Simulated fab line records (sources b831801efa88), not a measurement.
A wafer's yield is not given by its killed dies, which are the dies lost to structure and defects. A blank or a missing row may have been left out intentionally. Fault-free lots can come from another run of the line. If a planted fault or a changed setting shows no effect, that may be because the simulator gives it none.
The tool behind it: which one? | flow gf180mcu | Sampling: 12 lots, 36 wafers, 3 of 602 route steps

## WHAT THE GAUGES READ, wafer by wafer
GF_M2_OVL_MEAS_15.
lot  | measured     | on         | M2_OVL (nm)
L075 | day 19 10:01 | overlay-01 | -12 -11 -7
L077 | day 20 05:49 | overlay-02 | 4 -2 3
L079 | day 21 03:24 | overlay-01 | -1 0 9
L081 | day 22 00:06 | overlay-01 | -6 -1 2
L082 | day 22 15:35 | overlay-02 | -2 0 3
L085 | day 23 19:33 | overlay-02 | 0 -8 -6
L087 | day 24 06:47 | overlay-02 | -9 -11 -12
L089 | day 25 01:28 | overlay-02 | 0 0 -5
L091 | day 25 07:31 | overlay-01 | -7 0 -7
L093 | day 25 19:35 | overlay-01 | 5 5 2
L095 | day 26 11:48 | overlay-02 | -6 0 -10
L097 | day 27 02:13 | overlay-02 | -4 -1 1

## WHICH TOOL RAN EACH LOT (tool, then ch and the chambers of the sampled wafers, then the start)
lot  | GF_V1_CVD_02                    | GF_M2_SPUTTER_01
L075 | pecvd-03 ch 0,1, day 17 07:40   | pvd_sputter-01, day 18 09:23
L077 | pecvd-02 ch 0,1, day 18 04:04   | pvd_sputter-02, day 19 05:25
L079 | pecvd-04 ch 0,1,2, day 19 01:02 | pvd_sputter-02, day 20 03:35
L081 | pecvd-02 ch 0,2, day 19 21:37   | pvd_sputter-02, day 21 00:00
L082 | pecvd-02 ch 1,2, day 20 13:44   | pvd_sputter-04, day 21 16:39
L085 | pecvd-04 ch 0,1,2, day 21 19:35 | pvd_sputter-02, day 22 20:56
L087 | pecvd-04 ch 0,1, day 22 06:40   | pvd_sputter-02, day 23 08:08
L089 | pecvd-03 ch 0,1, day 23 03:22   | pvd_sputter-04, day 24 03:43
L091 | pecvd-04 ch 0,1, day 23 08:25   | pvd_sputter-01, day 24 09:13
L093 | pecvd-02 ch 0,2, day 23 20:53   | pvd_sputter-02, day 24 21:29
L095 | pecvd-02 ch 1,2, day 24 15:16   | pvd_sputter-02, day 25 15:11
L097 | pecvd-03 ch 0,2, day 25 05:13   | pvd_sputter-04, day 26 05:10
- GF_V1_CVD_02: deposits SiO2 from TEOS, target thk 850 nm, time 94.851 s.
- GF_M2_SPUTTER_01: material TiN, target thk 30 nm, time 25 s.

## THE ANSWER, worked out from the rows above alone
Rule: the lots themselves supply what counts as usual. Put in order of their means at a reading, lots are off if they are a third of the lots or fewer, leave a main group of 4 or more, and stand apart from it by a gap of 3 or more times the standard deviation of the main group's means; of several such gaps the widest counts. If all means in a main group match to the digits the tables above print for the reading, that group is not used. Also off: a lot with no number at a reading for which 4 or more lots have one. All remaining lots with rows at the step are treated as sound.
Nothing can be told from this: no lot is off at any reading shown.

## WHAT THE SIMULATOR PUT IN
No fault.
